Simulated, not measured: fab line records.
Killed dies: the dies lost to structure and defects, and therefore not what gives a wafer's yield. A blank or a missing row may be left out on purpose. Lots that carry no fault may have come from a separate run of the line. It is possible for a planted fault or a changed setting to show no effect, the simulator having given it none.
Which tool did it? ; flow gf180mcu ; 33 wafers from 11 lots sampled at 4 of the route's 602 steps

== WHAT THE GAUGES READ, wafer by wafer ==
GF_VT_IMPLANT_RS_MEAS_49: the measuring method here is four-point-probe. Usual: MVPSD_RS 1167.9 ohm/sq, standard deviation 2.7.
lot;measured;on;MVPSD_RS (ohm/sq);flag
L950;day 8 08:49;filmMetro-02;1168.6 1164.6 1166.8;
L951;day 8 18:19;filmMetro-01;1171.5 1169.6 1170.8;
L952;day 8 22:48;filmMetro-01;1175.5 1167.9 1172.0;
L953;day 9 05:41;filmMetro-04;1172.8 1170.3 1172.5;
L956;day 10 03:04;filmMetro-01;1197.7 1193.8 1196.9;OFF
L959;day 11 00:10;filmMetro-04;1167.2 1166.1 1169.9;
L961;day 11 10:34;filmMetro-02;1195.6 1195.1 1194.2;OFF
L964;day 12 10:41;filmMetro-01;1166.3 1166.7 1162.5;
L965;day 12 14:02;filmMetro-02;1168.5 1165.7 1167.2;
L966;day 12 21:16;filmMetro-01;1166.5 1167.2 1164.9;
L970;day 14 00:04;filmMetro-04;1168.6 1168.8 1163.9;

== WHICH TOOL RAN EACH LOT (tool, then ch and the chambers of the sampled wafers, then the start) ==
lot;GF_STI_STRIP_15;GF_MVPSD_IMPLANT_08;GF_VT_IMPLANT_STRIP_09
L950;plasmaAsher-02 ch 0,1, day 2 16:29;implanter-02 ch 0, day 5 18:54;plasmaAsher-03 ch 0,1, day 6 10:05
L951;plasmaAsher-02 ch 0,1, day 3 00:32;implanter-01 ch 0, day 6 03:00;plasmaAsher-01 ch 0,1, day 6 18:20
L952;plasmaAsher-01 ch 0,1, day 3 02:49;implanter-01 ch 0, day 6 05:33;plasmaAsher-01 ch 0,1, day 6 21:18
L953;plasmaAsher-01 ch 1, day 3 09:20;implanter-01 ch 0, day 6 12:10;plasmaAsher-04 ch 0,1, day 7 03:33
L956;plasmaAsher-01 ch 0,1, day 3 23:38;implanter-01 ch 0, day 7 06:47;plasmaAsher-04 ch 0,1, day 7 23:18
L959;plasmaAsher-01 ch 0,1, day 4 15:03;implanter-02 ch 0, day 8 00:42;plasmaAsher-01 ch 0,1, day 8 17:17
L961;plasmaAsher-02 ch 0,1, day 5 01:50;implanter-01 ch 0, day 8 12:01;plasmaAsher-01 ch 0,1, day 9 05:02
L964;plasmaAsher-02 ch 1, day 5 16:47;implanter-02 ch 0, day 9 07:43;plasmaAsher-03 ch 0,1, day 10 01:47
L965;plasmaAsher-02 ch 0,1, day 5 21:32;implanter-03 ch 0, day 9 11:04;plasmaAsher-04 ch 0,1, day 10 05:17
L966;plasmaAsher-01 ch 0,1, day 6 04:02;implanter-03 ch 0, day 9 18:18;plasmaAsher-01 ch 0,1, day 10 11:44
L970;plasmaAsher-01 ch 0,1, day 7 00:29;implanter-01 ch 0, day 10 17:48;plasmaAsher-04 ch 0,1, day 11 12:41
- GF_STI_STRIP_15: strips in O2/N2.
- GF_MVPSD_IMPLANT_08
- GF_VT_IMPLANT_STRIP_09: strips in O2/N2.

== AS READ BY THE TOOLS THEMSELVES (means over the sampled wafers that have a number; for cases with no such wafer, the mark the record gives instead) ==
GF_STI_STRIP_15. Usual: drypumpMotorCurrentA 5.7 A, standard deviation 0.45; heaterPowerW 302 W, standard deviation 34; n2FlowSccm 300.0 sccm, standard deviation 0.92; oesProductAu 0.385 a.u., standard deviation 0.005; stripTimeToEndpointS 3.77 s, standard deviation 0.061.
lot;tool;drypumpMotorCurrentA (A);heaterPowerW (W);n2FlowSccm (sccm);oesProductAu (a.u.);stripTimeToEndpointS (s);flag
L950;plasmaAsher-02;6.0;321;300.7;0.387;3.77;
L951;plasmaAsher-02;6.0;319;300.2;0.389;3.75;
L952;plasmaAsher-01;5.8;269;300.7;0.382;3.77;
L953;plasmaAsher-01;5.1;331;300.3;0.388;3.76;
L956;plasmaAsher-01;5.8;271;299.2;0.389;3.78;
L959;plasmaAsher-01;5.8;269;299.9;0.383;3.76;
L961;plasmaAsher-02;6.0;324;299.6;0.382;3.79;
L964;plasmaAsher-02;6.2;323;298.8;0.382;3.81;
L965;plasmaAsher-02;5.9;311;300.5;0.384;3.84;
L966;plasmaAsher-01;5.8;274;300.1;0.384;3.82;
L970;plasmaAsher-01;5.8;278;300.3;0.382;3.72;

GF_MVPSD_IMPLANT_08. Usual: doseIonsCm2 1.4997e+13, standard deviation 1.7e+10; tiltDeg -0.003 degrees, standard deviation 0.017.
lot;tool;doseIonsCm2;tiltDeg (degrees);flag
L950;implanter-02;1.4980e+13;0.003;
L951;implanter-01;1.4988e+13;0.005;
L952;implanter-01;1.4979e+13;0.013;
L953;implanter-01;1.5011e+13;-0.010;
L956;implanter-01;1.4330e+13;-0.007;OFF
L959;implanter-02;1.5000e+13;-0.003;
L961;implanter-01;1.4334e+13;-0.009;OFF
L964;implanter-02;1.5003e+13;0.003;
L965;implanter-03;1.5009e+13;-0.010;
L966;implanter-03;1.4988e+13;-0.007;
L970;implanter-01;1.5006e+13;-0.029;

GF_VT_IMPLANT_STRIP_09. Usual: drypumpMotorCurrentA 5.8 A, standard deviation 0.51; heaterPowerW 305 W, standard deviation 30; n2FlowSccm 300.0 sccm, standard deviation 0.89; oesProductAu 0.716 a.u., standard deviation 0.0046; stripTimeToEndpointS 12.68 s, standard deviation 0.035.
lot;tool;drypumpMotorCurrentA (A);heaterPowerW (W);n2FlowSccm (sccm);oesProductAu (a.u.);stripTimeToEndpointS (s);flag
L950;plasmaAsher-03;5.4;299;300.2;0.710;12.66;
L951;plasmaAsher-01;5.8;275;299.6;0.716;12.71;
L952;plasmaAsher-01;5.8;278;298.9;0.715;12.72;
L953;plasmaAsher-04;6.3;323;299.9;0.718;12.66;
L956;plasmaAsher-04;6.2;316;300.0;0.714;12.66;
L959;plasmaAsher-01;5.5;300;300.9;0.713;12.65;
L961;plasmaAsher-01;5.5;304;300.6;0.713;12.62;
L964;plasmaAsher-03;5.4;299;299.4;0.721;12.72;
L965;plasmaAsher-04;6.3;326;300.1;0.714;12.69;
L966;plasmaAsher-01;5.5;301;299.9;0.715;12.68;
L970;plasmaAsher-04;6.2;321;300.5;0.715;12.67;

== THE ANSWER, worked out from the rows above alone ==
Rule: lot off if the mean of its wafers having a number is beyond 3 standard deviations from the usual mean. A lot without any number at a reading at which 4 lots or more have one is off too. The other lots that the step has rows for count as sound. After the gauges, taken in route order, come the tools' own readings; for these a lot's mean is taken, as printed above. At the first step where some lot is off, the reading lying furthest off is the one used; lots without a number count as furthest.
Off: L956, L961, seen at GF_VT_IMPLANT_RS_MEAS_49 (MVPSD_RS).
If a tool, at a process step before that reading, ran all the lots that are off and no sound lot after the first of them, it fits. Not tried: the gauges at GF_VT_IMPLANT_RS_MEAS_49; whatever is off there is also off at GF_MVPSD_IMPLANT_08, on other tools, and gauge error can't account for it. None of those tried fits.

== WHAT HAD BEEN PUT IN BY THE SIMULATOR ==
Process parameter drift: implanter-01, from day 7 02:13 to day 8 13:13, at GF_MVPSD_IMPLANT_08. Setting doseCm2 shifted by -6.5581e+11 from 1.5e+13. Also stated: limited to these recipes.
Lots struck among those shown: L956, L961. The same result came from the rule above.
